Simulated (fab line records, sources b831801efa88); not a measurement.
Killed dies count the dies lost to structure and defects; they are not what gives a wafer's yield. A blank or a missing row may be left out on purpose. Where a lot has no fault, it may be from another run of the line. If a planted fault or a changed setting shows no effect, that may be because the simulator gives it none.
Split-lot trial | flow sky130 | 27 wafers read across 5 lots, on a route 708 steps long

## THE SPLIT ITSELF
At SKY_CAP2M_METAL_ETCH_13 (etches TiN in Cl2/BCl3, stops on SiO2, target depth 220 nm, time 62.9 s), the setting time_s was moved away from the recipe's 62.9 s on 6 of the 27 wafers read, by -55.8% to -44.5%. All remaining wafers had this setting at the recipe value.

The reading comes from the split's own step.

## THE READING
oes_product_au, in a.u., at SKY_CAP2M_METAL_ETCH_13 (etches TiN in Cl2/BCl3, stops on SiO2, target depth 220 nm, time 62.9 s). On this fab line, fault-free wafers typically give 0.940 a.u. with a standard deviation of 0.0073 a.u.

wafer  | tool, chamber at the split | time_s as run, s | against the recipe | oes_product_au, a.u. | against lot-mates on the recipe
L074.1 | rie_metal-03, 1            | 34.93            | -44.5%             | 0.999                | +0.061
L074.2 | rie_metal-03, 0            | 62.9             | recipe             | 0.933                | -
L074.3 | rie_metal-03, 1            | 34.93            | -44.5%             | 0.990                | +0.052
L074.4 | rie_metal-03, 0            | 62.9             | recipe             | 0.946                | -
L074.5 | rie_metal-03, 0            | 62.9             | recipe             | 0.934                | -
L074.6 | rie_metal-03, 1            | 34.93            | -44.5%             | 0.993                | +0.055
L076.1 | rie_metal-02, 1            | 62.9             | recipe             | 0.951                | -
L076.2 | rie_metal-02, 0            | 62.9             | recipe             | 0.940                | -
L076.3 | rie_metal-02, 1            | 62.9             | recipe             | 0.941                | -
L076.4 | rie_metal-02, 0            | 62.9             | recipe             | 0.951                | -
L076.5 | rie_metal-02, 0            | 62.9             | recipe             | 0.969                | -
L076.6 | rie_metal-02, 1            | 62.9             | recipe             | 0.944                | -
L079.1 | rie_metal-04, 0            | 62.9             | recipe             | 0.935                | -
L079.2 | rie_metal-04, 1            | 62.9             | recipe             | 0.941                | -
L079.3 | rie_metal-04, 0            | 62.9             | recipe             | 0.934                | -
L079.4 | rie_metal-04, 1            | 62.9             | recipe             | 0.944                | -
L079.5 | rie_metal-04, 1            | 62.9             | recipe             | 0.947                | -
L079.6 | rie_metal-04, 0            | 62.9             | recipe             | 0.942                | -
L082.3 | rie_metal-04, 1            | 62.9             | recipe             | 0.928                | -
L082.5 | rie_metal-04, 1            | 62.9             | recipe             | 0.934                | -
L082.6 | rie_metal-04, 0            | 62.9             | recipe             | 0.924                | -
L085.1 | rie_metal-04, 0            | 62.9             | recipe             | 0.931                | -
L085.2 | rie_metal-04, 1            | 62.9             | recipe             | 0.936                | -
L085.3 | rie_metal-04, 0            | 62.9             | recipe             | 0.939                | -
L085.4 | rie_metal-04, 1            | 27.8             | -55.8%             | 1.000                | +0.065
L085.5 | rie_metal-04, 1            | 27.8             | -55.8%             | 0.992                | +0.057
L085.6 | rie_metal-04, 0            | 27.8             | -55.8%             | 0.991                | +0.056

THE FIT
A straight line over all 27 wafers: oes_product_au changes by -0.00106 a.u. for each +1% of time_s; r = -0.93; the points scatter about the line by 0.0093 a.u.
The same after taking each lot's own level away (the mean of its wafers on the recipe; 27 wafers): -0.00114 a.u. for each +1%; r = -0.96; scatter 0.0068 a.u.
The reading moves by 0.063 a.u. for the largest change in time_s, on that fit.
Measured against the standard deviation above, the lots' own levels, which go from 0.9287 to 0.9493 a.u., span 2.8 times it.
Consequently the slope shifts little with the lot-to-lot level, the two slopes agreeing.
Check: for one of the wafers moved furthest among these (-55.8%), held out of the fit, the line's prediction against its lot-mates is +0.0632 a.u. It came out at +0.0647 a.u. against them.
Tool readings at the split's step, against how far the setting was moved: oes_product_au r = -0.93.

## FURTHER SPLITS ON THESE WAFERS
Other splits were also applied to these wafers ahead of the reading. Each is held against what the fit with the lots' levels taken away leaves over:
other split on the same wafers       | wafers away from the commonest value | r with oes_product_au (lot level and that fit taken away)
SKY_METAL1_SPUTTER_02 time_s         | 12                                   | +0.19
SKY_METAL2_SPUTTER_03 time_s         | 6                                    | +0.14
SKY_VIA2_ETCH_14 time_s              | 12                                   | +0.18
SKY_METAL3_DEVELOP_12 develop_time_s | 9                                    | +0.27

## THE WHOLE CHAIN: every reading that the file lists as answering this split, in the file's order
step                    | what it does                                                            | reading                                                                          | change (the file's fit)                   | r (the file's)
SKY_CAP2M_METAL_ETCH_13 | etches TiN in Cl2/BCl3, stops on SiO2, target depth 220 nm, time 62.9 s | oes_product_au                                                                   | -0.00113 a.u. for each +1% of the setting | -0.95
SKY_CAP2M_METAL_ETCH_13 | etches TiN in Cl2/BCl3, stops on SiO2, target depth 220 nm, time 62.9 s | CAP2M.feature_depth_nm (the simulator's own value, which no gauge read)          | +1.8 nm for each +1% of the setting       | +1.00
SKY_CAP2M_METAL_ETCH_13 | etches TiN in Cl2/BCl3, stops on SiO2, target depth 220 nm, time 62.9 s | NOVOLAK_of_CAP2M_COAT_07.thk_nm (the simulator's own value, which no gauge read) | -1.43 nm for each +1% of the setting      | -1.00
SKY_CAP2M_STRIP_14      | strips in O2/N2                                                         | strip_time_to_endpoint_s                                                         | withheld for each +1% of the setting      | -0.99

## FILE'S OWN FIT
oes_product_au changes by -0.00113 a.u. for each +1% of time_s, r = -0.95.
